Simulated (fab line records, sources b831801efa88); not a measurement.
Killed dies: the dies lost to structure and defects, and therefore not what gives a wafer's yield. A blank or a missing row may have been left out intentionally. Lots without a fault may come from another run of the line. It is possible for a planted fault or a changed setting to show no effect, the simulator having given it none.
Code-filled problem report in 8D (eight disciplines) form || flow sky130 || the parts of the form that need people (team, actions taken, sign-off) are left out

## 1. WHAT WENT WRONG
SD_P_TW at SKY_SD_P_TW_MEAS_11 reads a mean of 2689 on 6 wafers of 2 lots; wafers without a fault read 2844 with a standard deviation of 16. Measured from the usual mean, that is -9.7 standard deviations.
The first sign was on wafer L784.2 at day 30 18:14, on film_metro-01. At this step, 33 wafers from 11 lots have a number in the record. Rule for "out" (also "out of limits"): further than 4 standard deviations from the usual mean. All remaining wafers that have a number are taken as sound.

## 2. WHAT IT IS; WHAT IT IS NOT
{"question": "which readings at this step", "is": "SD_P_TW", "is not": "-"}
{"question": "which lots", "is": "L784, L785", "is not": "L768, L770, L771, L773, L777, L778, L779, L780, L782"}
{"question": "which wafers of those lots", "is": "all that have a number", "is not": "-"}
{"question": "read on which gauges", "is": "film_metro-01", "is not": "film_metro-02"}
{"question": "when", "is": "from day 30 18:14", "is not": "up to then (27 sound wafers)"}

## 3. THE SUSPECTS, EACH WITH WHAT RULES IT OUT
Counting: a tool stays on the suspect list if, at a process step up to the reading, it processed all lots that are out and no sound lot following the first of them.
- the gauge at SKY_SD_P_TW_MEAS_11: ruled out. All the wafers that are out were read on film_metro-01, but those of them that SKY_SD_P_IMPLANT_09 has rows for are out there too, on other tools.
- implanter-02 at SKY_SD_P_IMPLANT_09: kept. Every lot that is out went through it, starting with L784 (day 30 17:59), and after that it ran no sound lot; the last sound lot it ran before then is L780 (day 29 12:13). On those wafers its own readings are out: beam_energy_keV.
Remaining after the count: implanter-02 at SKY_SD_P_IMPLANT_09.

## 4. THE CAUSE (what the simulator had put in)
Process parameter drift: implanter-02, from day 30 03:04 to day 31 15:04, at SKY_SD_P_IMPLANT_09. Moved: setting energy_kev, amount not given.
Counting left only this tool.

## 5. THE EFFECT CHAIN, in route order
Rows list readings where the struck wafers' mean (over those with a number) sits beyond 3 standard deviations from the usual. Only readings for which the record gives a usual standard deviation are gone through. hours: the time from each lot's start at the first step in this table that gives one to its start at this step, as a median over the lots. sigmas: the change in usual standard deviations.
{"hours": 0, "step": "SKY_SD_P_IMPLANT_09", "reading": "beam_energy_keV", "usual": 20.001, "on struck wafers": 16.279, "change": -3.722, "sigmas": "-99 or more"}
{"hours": 0, "step": "SKY_SD_P_STRIP_10", "reading": "strip_time_to_endpoint_s", "usual": "17.51 s", "on struck wafers": 16.95, "change": -0.56, "sigmas": -15}
{"hours": 0, "step": "SKY_SD_P_TW_MEAS_11", "reading": "SD_P_TW", "usual": 2844, "on struck wafers": 2689, "change": -155, "sigmas": -9.7}
{"hours": 55, "step": "SKY_SD_N_RS_MEAS_17", "reading": "SD_P_RS", "usual": "147.0 ohm/sq", "on struck wafers": 160.9, "change": "+13.9", "sigmas": "+38"}
It contains these process steps:
- SKY_SD_P_IMPLANT_09
- SKY_SD_P_STRIP_10: strips in O2/N2.
Later measuring or inspecting steps at which every struck wafer that the step has a row for has a number for every such reading, and none has moved that far: SKY_LI_CONTACT_OVL_MEAS_13.

## 6. WHAT WOULD HAVE CAUGHT IT SOONER
15 hours passed between the start of the fault at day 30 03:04 and the first reading out of limits at a measuring or inspecting step in this record, taken at day 30 18:14.
At SKY_SD_P_IMPLANT_09, the tool's own readings (beam_energy_keV) were out on each struck wafer the step has a row for, so an alarm limit on them would have fired on the first such wafer.
L785, from the lots that are out (2), started SKY_SD_P_IMPLANT_09 on implanter-02 later than day 30 18:14. A hold on the tool at that time would have spared it.
